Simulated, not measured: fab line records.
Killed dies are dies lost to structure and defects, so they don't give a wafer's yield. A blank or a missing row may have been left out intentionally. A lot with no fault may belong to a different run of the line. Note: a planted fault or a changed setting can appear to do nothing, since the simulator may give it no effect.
Lot-split experiment	flow gf180mcu	23 wafers read from 5 lots, route of 602 steps

== THE SPLIT ==
At GF_M2_EXPOSE_11 (exposes mask Metal2, target cd 280 nm), the setting dose mj was moved away from the recipe's 28 on 5 of the 23 wafers read, by -5.7% to +6.2%. This setting was run at the recipe's value on the other wafers.

== FROM THE SPLIT TO THE READING: what the file shows between them, 2 steps ==
- GF_M2_PEB_12: peb time 90 s
- GF_M2_DEVELOP_13: develop time 60 s

== THE READING ==
At GF_M2_CD_MEAS_14: cd nm in nanometres, against a target cd of 280 nm. Fault-free wafers of this fab line usually give 280.2 nm, standard deviation 1.1 nm.

wafer	tool, chamber at the split	dose mj as run	against the recipe	cd nm, nm	against lot-mates on the recipe
L077.1	krf scanner-02, 0	28	recipe	278.7	-
L077.2	krf scanner-02, 0	28	recipe	279.4	-
L077.4	krf scanner-02, 0	28	recipe	279.4	-
L077.5	krf scanner-02, 0	28	recipe	278.6	-
L077.6	krf scanner-02, 0	28	recipe	279.3	-
L079.1	krf scanner-02, 0	28	recipe	279.5	-
L079.2	krf scanner-02, 0	28	recipe	279.7	-
L079.3	krf scanner-02, 0	28	recipe	279.2	-
L079.4	krf scanner-02, 0	28	recipe	278.0	-
L079.5	krf scanner-02, 0	28	recipe	280.3	-
L080.2	krf scanner-01, 0	28	recipe	280.4	-
L080.3	krf scanner-01, 0	29.73	+6.2%	271.1	-9.2
L080.4	krf scanner-01, 0	29.73	+6.2%	271.8	-8.5
L080.5	krf scanner-01, 0	29.73	+6.2%	270.6	-9.7
L080.6	krf scanner-01, 0	28	recipe	280.2	-
L081.1	krf scanner-02, 0	28	recipe	281.6	-
L081.2	krf scanner-02, 0	26.4	-5.7%	289.9	+8.3
L081.3	krf scanner-02, 0	28	recipe	281.8	-
L081.4	krf scanner-02, 0	28	recipe	281.5	-
L081.5	krf scanner-02, 0	26.4	-5.7%	290.6	+9.0
L082.2	krf scanner-01, 0	28	recipe	279.5	-
L082.5	krf scanner-01, 0	28	recipe	278.8	-
L082.6	krf scanner-01, 0	28	recipe	280.4	-

THE FIT
A straight line over all 23 wafers: cd nm changes by -1.56 nm for each +1% of dose mj; r = -0.97; the points scatter about the line by 1.1 nm.
The same after taking each lot's own level away (the mean of its wafers on the recipe; 23 wafers): -1.49 nm for each +1%; r = -0.99; scatter 0.53 nm.
Per that fit: largest dose mj move, reading shift of 9.2 nm.
From 279.08 to 281.63 nm: that is the span of the lots' own levels, equal to 2.3 times the standard deviation above.
Consequently the slope shifts little with the lot-to-lot level, the two slopes agreeing.
Check: -9.18 nm against its lot-mates is what the line predicts for one of the wafers moved furthest among these (+6.2%) when that wafer is left out of the fit. Against them it came out at -9.2 nm.

== THE OTHER SPLITS THESE WAFERS WENT THROUGH ==
Other splits were also applied to these wafers ahead of the reading. Each is held against what the fit with the lots' levels taken away leaves over:
other split on the same wafers	wafers away from the commonest value	r with cd nm (lot level and that fit taken away)
GF_CONTACT_CVD_24 temp c	8	+0.05
GF_M1_SPUTTER_04 time s	6	-0.08
GF_M1_EXPOSE_11 dose mj	10	-0.32
GF_V1_CVD_02 time s	5	+0.05
GF_V1_PEB_12 peb temp c	7	+0.06
GF_V1_SPUTTER_21 chamber pressure pa	18	+0.00
GF_M2_SPUTTER_03 time s	10	+0.21

== THE FILE'S OWN FIT ==
cd nm changes by -1.5 nm for each +1% of dose mj, r = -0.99.
